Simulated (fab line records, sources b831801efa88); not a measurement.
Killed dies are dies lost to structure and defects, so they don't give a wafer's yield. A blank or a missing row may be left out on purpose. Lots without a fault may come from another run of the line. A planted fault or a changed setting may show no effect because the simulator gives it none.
Which tool did it? | flow gf180mcu | 13 lots, 39 wafers sampled, at 5 steps of a route of 602

WHAT THE GAUGES READ, wafer by wafer
GF_VT_IMPLANT_OVL_MEAS_29.
lot  | measured     | on         | VT_IMPLANT_02_OVL (nm)
L732 | day 6 20:01  | overlay-02 | 0.3 -1.4 -0.1
L734 | day 7 09:55  | overlay-01 | -0.8 -0.7 -0.3
L737 | day 8 07:10  | overlay-01 | -1.1 -1.2 -0.8
L739 | day 8 18:49  | overlay-01 | 0.1 1.0 0.8
L741 | day 9 06:24  | overlay-01 | 0.8 -1.1 -0.3
L743 | day 9 21:09  | overlay-02 | -0.3 -1.8 -0.2
L745 | day 10 12:26 | overlay-01 | 2.9 -0.5 -0.5
L748 | day 11 04:55 | overlay-01 | 235.3 233.9 234.1
L750 | day 11 20:26 | overlay-02 | 0.9 -1.1 -1.1
L751 | day 12 04:24 | overlay-02 | 238.0 236.9 236.5
L752 | day 12 08:25 | overlay-02 | 236.5 235.5 237.0
L753 | day 12 15:19 | overlay-01 | 1.0 3.6 0.0
L754 | day 12 20:01 | overlay-01 | 2.8 4.2 2.2

GF_V1_OVL_MEAS_15.
lot  | measured     | on         | V1_OVL (nm)
L732 | day 17 21:35 | overlay-02 | 6 1 4
L734 | day 18 21:08 | overlay-01 | 1 0 0
L737 | day 20 03:46 | overlay-01 | -1 -10 1
L739 | day 20 19:40 | overlay-01 | -9 -3 -8
L741 | day 21 13:38 | overlay-02 | -1 3 0
L743 | day 22 07:47 | overlay-02 | 0 -7 -9
L745 | day 23 04:38 | overlay-01 | -3 5 1
L748 | day 24 00:38 | overlay-01 | -6 2 -4
L750 | day 24 16:59 | overlay-01 | 5 4 -5
L751 | day 25 02:05 | overlay-01 | -9 3 5
L752 | day 25 08:47 | overlay-01 | 5 8 10
L753 | day 25 13:52 | overlay-01 | 3 3 6
L754 | day 25 18:52 | overlay-01 | 3 -10 -13

GF_M4_RS_MEAS_05: measures by four-point-probe.
lot  | measured     | on            | M4_ALCU_RS (ohm/sq)
L732 | day 22 05:06 | film_metro-02 | 0.0703 0.0701 0.0703
L734 | day 23 03:33 | film_metro-03 | 0.0696 0.0694 0.0695
L737 | day 24 07:13 | film_metro-02 | 0.0687 0.0698 0.0686
L739 | day 24 23:58 | film_metro-01 | 0.0690 0.0686 0.0692
L741 | day 25 15:31 | film_metro-01 | 0.0695 0.0695 0.0691
L743 | day 26 09:53 | film_metro-03 | 0.0693 0.0692 0.0689
L745 | day 27 02:57 | film_metro-03 | 0.0691 0.0695 0.0698
L748 | day 27 21:47 | film_metro-03 | 0.0690 0.0693 0.0698
L750 | day 28 12:20 | film_metro-03 | 0.0697 0.0700 0.0696
L751 | day 28 19:30 | film_metro-02 | 0.0712 0.0698 0.0706
L752 | day 29 01:41 | film_metro-02 | 0.0688 0.0687 0.0687
L753 | day 29 06:16 | film_metro-02 | 0.0694 0.0695 0.0696
L754 | day 29 11:17 | film_metro-02 | 0.0688 0.0691 0.0690

WHICH TOOL RAN EACH LOT (tool, then ch and the chambers of the sampled wafers, then the start)
lot  | GF_VT_IMPLANT_EXPOSE_26             | GF_M3_SPUTTER_04
L732 | iline_stepper-02 ch 0, day 6 12:55  | pvd_sputter-03, day 20 01:56
L734 | iline_stepper-02 ch 0, day 7 02:23  | pvd_sputter-04, day 21 01:14
L737 | iline_stepper-02 ch 0, day 7 23:02  | pvd_sputter-04, day 22 06:40
L739 | iline_stepper-01 ch 0, day 8 11:13  | pvd_sputter-04, day 22 23:20
L741 | iline_stepper-02 ch 0, day 8 21:30  | pvd_sputter-01, day 23 17:14
L743 | iline_stepper-01 ch 0, day 9 12:54  | pvd_sputter-01, day 24 11:04
L745 | iline_stepper-01 ch 0, day 10 03:31 | pvd_sputter-04, day 25 05:38
L748 | iline_stepper-02 ch 0, day 10 19:39 | pvd_sputter-01, day 26 01:35
L750 | iline_stepper-01 ch 0, day 11 10:52 | pvd_sputter-03, day 26 16:57
L751 | iline_stepper-02 ch 0, day 11 19:14 | pvd_sputter-03, day 27 00:50
L752 | iline_stepper-02 ch 0, day 11 22:50 | pvd_sputter-03, day 27 07:26
L753 | iline_stepper-01 ch 0, day 12 05:44 | pvd_sputter-01, day 27 12:05
L754 | iline_stepper-01 ch 0, day 12 10:35 | pvd_sputter-03, day 27 17:04
- GF_VT_IMPLANT_EXPOSE_26: exposes mask LVPWELL HV AREA, target cd 860 nm.
- GF_M3_SPUTTER_04: material TiN, target thk 50 nm, time 41.7 s.

WHAT THE TOOLS THEMSELVES READ (means of the sampled wafers that have a number; where no wafer has one, the mark that the record gives instead)
GF_VT_IMPLANT_EXPOSE_26.
lot  | tool             | focus_offset_nm (nm)
L732 | iline_stepper-02 | 0.1
L734 | iline_stepper-02 | -0.2
L737 | iline_stepper-02 | 0.6
L739 | iline_stepper-01 | 0.1
L741 | iline_stepper-02 | 0.1
L743 | iline_stepper-01 | -0.1
L745 | iline_stepper-01 | -0.5
L748 | iline_stepper-02 | -0.1
L750 | iline_stepper-01 | -0.4
L751 | iline_stepper-02 | -0.3
L752 | iline_stepper-02 | 0.3
L753 | iline_stepper-01 | 0.2
L754 | iline_stepper-01 | 0.3

GF_M3_SPUTTER_04.
lot  | tool           | throttle_valve_pct (%)
L732 | pvd_sputter-03 | 28.9
L734 | pvd_sputter-04 | 30.6
L737 | pvd_sputter-04 | 30.6
L739 | pvd_sputter-04 | 30.8
L741 | pvd_sputter-01 | 29.4
L743 | pvd_sputter-01 | 29.9
L745 | pvd_sputter-04 | 30.5
L748 | pvd_sputter-01 | 30.4
L750 | pvd_sputter-03 | 28.8
L751 | pvd_sputter-03 | 28.9
L752 | pvd_sputter-03 | 29.1
L753 | pvd_sputter-01 | 30.2
L754 | pvd_sputter-03 | 28.8

THE ANSWER, worked out from the rows above alone
Rule: what is usual is taken from the lots themselves. Put in order of their means at a reading, lots are off if they are a third of the lots or fewer, leave a main group of 4 or more, and stand apart from it by a gap of 3 or more times the standard deviation of the main group's means; of several such gaps the widest counts. A main group whose means are all the same, to the digits that the tables above print for the reading, isn't used. A lot without any number at a reading at which 4 lots or more have one is off too. The other lots that the step has rows for count as sound. The gauges are gone through in route order, then the tools' own readings, and for those a lot's mean is taken as printed above. The first step at which some lot is off is used, and at that step the reading that is off furthest; a lot without a number counts as furthest.
Off: L748, L751, L752, at GF_VT_IMPLANT_OVL_MEAS_29 (VT_IMPLANT_02_OVL). The main group: mean 0.2 nm, standard deviation 1.2.
A tool fits if, at a process step before that reading, it ran every lot that is off, and no sound lot after the first of them. The gauges at GF_VT_IMPLANT_OVL_MEAS_29 are tried like those tools. One fits: iline_stepper-02 at GF_VT_IMPLANT_EXPOSE_26. Its last sound lot is L741 (day 8 21:30), its first lot that is off L748 (day 10 19:39): a fault that began between those two fits.

WHAT THE SIMULATOR HAD PUT IN
Scanner matching overlay: iline_stepper-02, from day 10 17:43 on, at GF_VT_IMPLANT_EXPOSE_26. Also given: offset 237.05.
Lots struck among those shown: L748, L751, L752. The rule above found the same.
